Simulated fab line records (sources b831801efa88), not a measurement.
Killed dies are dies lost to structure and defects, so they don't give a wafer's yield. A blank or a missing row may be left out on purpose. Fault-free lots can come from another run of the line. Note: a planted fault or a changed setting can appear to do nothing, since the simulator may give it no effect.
Matching of chambers ; flow sky130 ; SKY_LI_CONTACT_ETCH_15 on rie-diel-01 has 4 sister chambers
The step etches PSG in C4F8/O2/Ar, stops on Si, target depth 600 nm. 4 wafers are shown with their chamber, then 8 later ones without.

WAFERS, EACH WITH ITS CHAMBER
wafer;chamber;oes-product-au (a.u.)
L491.4;2;0.835
L494.5;3;0.832
L493.5;0;0.842
L495.2;1;0.827

WAFERS WHOSE CHAMBER IS MISSING
wafer;oes-product-au (a.u.)
L495.3;0.839
L495.5;0.831
L497.1;0.836
L497.2;0.835
L497.3;0.833
L498.1;0.840
L498.3;0.836
L498.6;0.838

WHICH CHAMBER EACH WENT THROUGH
wafer;from the rows above;in truth
L495.3;can't be placed: 0 or 2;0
L495.5;can't be placed: 3 or 1 or 2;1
L497.1;can't be placed: 2 or 3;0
L497.2;can't be placed: 2 or 3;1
L497.3;can't be placed: 3 or 2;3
L498.1;can't be placed: 0 or 2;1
L498.3;can't be placed: 2 or 3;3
L498.6;can't be placed: 2 or 0 or 3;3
0 of 8 placed correctly. From these rows, 8 cannot be placed; in 5 the true chamber is one of the candidates. 0 placed wrongly.
How it was worked out, from the rows above alone: a wafer's distance from a chamber is the root of the sum, over the readings, of the square of ((its reading less the chamber's mean) divided by the reading's scatter). If the next closest chamber is less than 2 further off than the closest, the wafer can't be placed; otherwise it belongs to the closest. The mean given for a chamber averages the wafers shown for that chamber. The scatter: with one shown wafer a chamber, the root of the mean of the squares of how far each hidden wafer lies from its nearest shown one.
